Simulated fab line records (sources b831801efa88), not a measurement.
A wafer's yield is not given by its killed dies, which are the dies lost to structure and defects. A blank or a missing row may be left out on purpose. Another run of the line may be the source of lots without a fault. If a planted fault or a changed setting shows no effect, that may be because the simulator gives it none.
Struck lot and sound lot, side by side :: flow sky130 :: 37 steps out of a route of 708
Sound: wafers L296.1, L296.3, L296.5. Wafers struck: L284.2, L284.3, L284.4. The cause is named last.
Per side, at each step with rows, come the tool, then ch with its chambers, and then its first start. Under that, the readings that differ: sound wafers :: struck wafers :: difference of the means :: sigmas: that difference in standard deviations of wafers without a fault.
alike: words and numbers the same on both sides, and readings whose means are apart by under 2 such deviations; not compared: readings that were withheld, readings missing a value for some wafer, numbers with overlapping values and no deviation given by the record, and bounds like >300 which may hide the same value.
A row with sigmas, a row that says differs or no value, or rows on one side alone: a step with any of these is where the two part. Non-overlapping numbers with no deviation appear without sigmas and do not part them. A reading that every wafer of one side lacks parts them only if that side has two wafers or more.

first, 10 steps without rows for these wafers: SKY_LDD_LDN_SOFTBAKE_03 (time 60 s); SKY_LDD_LDN_EXPOSE_04 (exposes mask LDNTM, target cd 700 nm); SKY_LDD_LDN_PEB_05; SKY_LDD_LDN_DEVELOP_06 (develop time 60 s); SKY_LDD_LDN_IMPLANT_08; SKY_LDD_LDN_IMPLANT_09; SKY_LDD_LDN_IMPLANT_10; SKY_LDD_LDN_IMPLANT_11; SKY_LDD_LDN_STRIP_12 (strips in O2/N2); SKY_LDD_LDN_CLEAN_14 (cleans in SC1/SC2, time 150 s).
SKY_SPACER_CVD_00: deposits Si3N4 from DCS/NH3, target thk 43.1 nm, time 740 s.
  sound on lpcvd-02 ch 1, day 30 17:58; struck on lpcvd-02 ch 0, day 27 09:44
reading: spike_tc_bottom_C (C)
sound: 786.2 784.1 784.9
struck: 799.2 801.5 798.7
difference: +14.7
sigmas: +7

reading: spike_tc_centre_C (C)
sound: 769.2 770.3 769.4
struck: 780.0 780.1 781.7
difference: +11.0
sigmas: +11

reading: spike_tc_lower_C (C)
sound: 771.0 770.0 769.9
struck: 782.5 781.2 782.3
difference: +11.7
sigmas: +11

reading: spike_tc_top_C (C)
sound: 783.8 784.5 783.4
struck: 795.7 795.7 796.3
difference: +12.0
sigmas: +10

reading: spike_tc_upper_C (C)
sound: 769.8 769.9 770.8
struck: 779.6 780.4 780.0
difference: +9.8
sigmas: +9

reading: susceptor_temp_C (C)
sound: 769.9 769.8 769.8
struck: 780.8 781.0 781.0
difference: +11.1
sigmas: +35

reading: model.Si3N4_of_SPACER_CVD_00.thk_nm (nm)
sound: 43.15 42.69 42.77
struck: 52.02 52.01 51.95
difference: +9.12
sigmas: 
SKY_SPACER_THK_MEAS_01:
  sound on film_metro-02, day 30 19:11; struck on film_metro-04, day 27 11:33
reading: SPACER_CVD_00_THK (nm)
sound: 43.2 42.7 42.7
struck: 52.0 52.0 52.0
difference: +9.1
sigmas: +19
SKY_SPACER_ETCHBACK_02: etches Si3N4 in CH3F/O2, stops on SiO2, time 46.7 s, target depth 45 nm.
  sound on rie_diel-01 ch 0,1,3, day 30 19:14; struck on rie_diel-03 ch 1,2,3, day 27 11:36
reading: oes_product_au (a.u.)
sound: 0.855 0.847 0.850
struck: 0.955 0.960 0.957
difference: +0.107
sigmas: +16

reading: throttle_valve_pct (%)
sound: 10.555 10.573 10.554
struck: 10.579 10.576 10.592
difference: +0.022
sigmas: +2

reading: model.etch.depth_nm (nm)
sound: 43.15 42.69 42.77
struck: 52.02 52.01 51.95
difference: +9.12
sigmas: 
  alike: drypump_motor_current_A
  not compared: rf_hours_counter_h
then, 22 steps without rows for these wafers: SKY_POLY_CUT_DEHYDRATE_00 (time 60 s); SKY_POLY_CUT_HMDS_01 (prime time 60 s); SKY_POLY_CUT_COAT_02 (resist thk 60 nm); SKY_POLY_CUT_COAT_03 (resist thk 450 nm); SKY_POLY_CUT_SOFTBAKE_04 (time 90 s); SKY_POLY_CUT_EXPOSE_05 (exposes mask NPCM, target cd 270 nm); SKY_POLY_CUT_PEB_06; SKY_POLY_CUT_DEVELOP_07 (develop time 60 s); SKY_POLY_CUT_ETCH_10 (etches BARC in N2/H2, stops on SiO2, time 45.9 s, target depth 60 nm); SKY_POLY_CUT_ETCH_11 (etches Si3N4 in CF4/CH2F2/Ar, stops on poly-Si, time 42.5 s, target depth 60 nm); SKY_POLY_CUT_STRIP_12 (strips in O2/N2); SKY_SD_P_DEHYDRATE_00 (time 60 s); SKY_SD_P_HMDS_01 (prime time 60 s); SKY_SD_P_COAT_02 (resist thk 1140 nm); SKY_SD_P_SOFTBAKE_03 (time 60 s); SKY_SD_P_EXPOSE_04 (exposes mask PSDM, target cd 380 nm); SKY_SD_P_PEB_05; SKY_SD_P_DEVELOP_06 (develop time 60 s); SKY_SD_P_IMPLANT_09; SKY_SD_P_STRIP_10 (strips in O2/N2); SKY_RES_XHIGH_DEHYDRATE_00 (time 60 s); SKY_RES_XHIGH_HMDS_01 (prime time 60 s).
-- the record jumps here: 5 days lie between the struck wafers' starts before and after (it left off in module RES_XHIGH and takes up again in module SALICIDE, whose first step shown is number 361 of the route) --
SKY_SALICIDE_CLEAN_00: cleans in HF-last, time 30 s.
  sound on wet_bench-03 ch 0, day 35 05:46; struck on wet_bench-02 ch 3, day 32 04:23
reading: model.Si3N4_of_SPACER_CVD_00.thk_nm (nm)
sound: 42.18 41.72 41.81
struck: 51.05 51.03 50.97
difference: +9.11
sigmas: 
-- the record jumps here: 17 days lie between the struck wafers' starts before and after (it left off in module SALICIDE and takes up again in module PAD_OPEN, whose first step shown is number 708 of the route) --
SKY_PAD_OPEN_PROBE_99:
  sound on prober-02, day 50 19:55; struck on prober-02, day 48 23:40
reading: model.etest.pfet_01v8.r_on_ohm_um
sound: 2840 2955 2833
struck: 3191 3133 3133
difference: +276
sigmas: 

reading: model.etest.sonos_uncharged.r_on_ohm_um
sound: 802.2 812.6 807.6
struck: 856 836.1 840.1
difference: +37
sigmas: 

reading: model.etest.pfet_01v8.drive_ua_um
sound: 196.8 190.1 197.2
struck: 173.7 181 177.2
difference: -17.4
sigmas: 

reading: model.etest.pfet_01v8_hvt.drive_ua_um
sound: 146 142.8 148.1
struck: 129 133 131.5
difference: -14
sigmas: 

reading: model.etest.sram_pfet_latch.drive_ua_um
sound: 146.7 140 147.4
struck: 122.1 132.7 135.6
difference: -14.6
sigmas: 

reading: model.etest.pfet_01v8_mvt.drive_ua_um
sound: 154.6 150.7 154.3
struck: 142.4 144.8 144.8
difference: -9.2
sigmas: 
  not compared: model.etest.nfet_g5v0d10v5.r_on_ohm_um, model.etest.pfet_01v8_lvt.drive_ua_um

WHERE THEY PART
At SKY_SPACER_CVD_00 first; at SKY_SPACER_ETCHBACK_02 last (within this record only).

WHY: what had been put in by the simulator
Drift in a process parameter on lpcvd-02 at SKY_SPACER_CVD_00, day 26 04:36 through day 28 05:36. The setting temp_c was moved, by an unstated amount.
